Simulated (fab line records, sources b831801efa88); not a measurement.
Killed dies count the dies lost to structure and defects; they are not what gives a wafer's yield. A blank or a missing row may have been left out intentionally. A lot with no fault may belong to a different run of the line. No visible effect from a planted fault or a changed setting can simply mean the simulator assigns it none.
Chamber matching -- flow sky130 -- SKY_VIA1_ETCH_14 on rieDiel-04: 4 sister chambers
The step etches BARC in N2/H2, stops on SiO2, time 45.9 s, target depth 60 nm. 16 wafers are shown with their chamber, then 8 later ones without.

WAFERS WITH THEIR CHAMBER
wafer,chamber,drypumpMotorCurrentA (A),throttleValvePct (%),oesProductAu (a.u.)
L075.1,1,6.2,13.218,0.857
L075.2,2,5.6,13.228,0.856
L075.5,1,6.2,13.210,0.850
L077.1,3,5.6,13.237,0.855
L077.4,0,5.9,13.216,0.864
L077.5,3,5.7,13.233,0.865
L079.3,3,5.7,13.229,0.856
L079.4,0,5.9,13.222,0.855
L079.6,1,6.2,13.222,0.846
L083.1,0,5.9,13.219,0.855
L083.2,3,5.6,13.227,0.857
L083.6,0,5.9,13.222,0.861
L084.3,3,5.7,13.224,0.855
L084.5,3,5.6,13.239,0.851
L084.6,0,5.9,13.236,0.850
L085.2,2,5.6,13.213,0.856

SIGNATURES, as means of the wafers listed above
reading,chamber 0,chamber 1,chamber 2,chamber 3,scatter within a chamber
drypumpMotorCurrentA,5.900,6.200,5.600,5.650,0.0354
throttleValvePct,13.22300,13.21667,13.22050,13.23150,0.00704
oesProductAu,0.85700,0.85100,0.85600,0.85650,0.00493
Rule: distance of a wafer from a chamber = root of the sum over the readings of ((wafer's reading minus chamber's mean) / reading's scatter) squared. If the next closest chamber is less than 2 further off than the closest, the wafer can't be placed; otherwise it belongs to the closest. The scatter is the square root of a quotient: the sum, over the shown wafers, of each reading's squared deviation from its chamber's mean, divided by wafers minus chambers.

WAFERS WHOSE CHAMBER IS MISSING
wafer,drypumpMotorCurrentA (A),throttleValvePct (%),oesProductAu (a.u.)
L085.4,5.9,13.216,0.852
L085.5,5.7,13.223,0.861
L093.2,5.6,13.213,0.854
L093.4,5.9,13.214,0.848
L093.6,5.6,13.216,0.860
L097.1,6.1,13.227,0.868
L097.4,5.9,13.237,0.863
L097.5,5.7,13.237,0.853

EACH ONE'S CHAMBER
wafer,from the rows above,in truth
L085.4,0,0
L085.5,can't be placed: 3 or 2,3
L093.2,can't be placed: 2 or 3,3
L093.4,0,0
L093.6,can't be placed: 2 or 3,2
L097.1,can't be placed: 1 or 0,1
L097.4,0,0
L097.5,can't be placed: 3 or 2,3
Correctly placed: 3 of 8. These rows do not allow placing 5 (true chamber among the candidates in 5). Wrongly placed: 0.
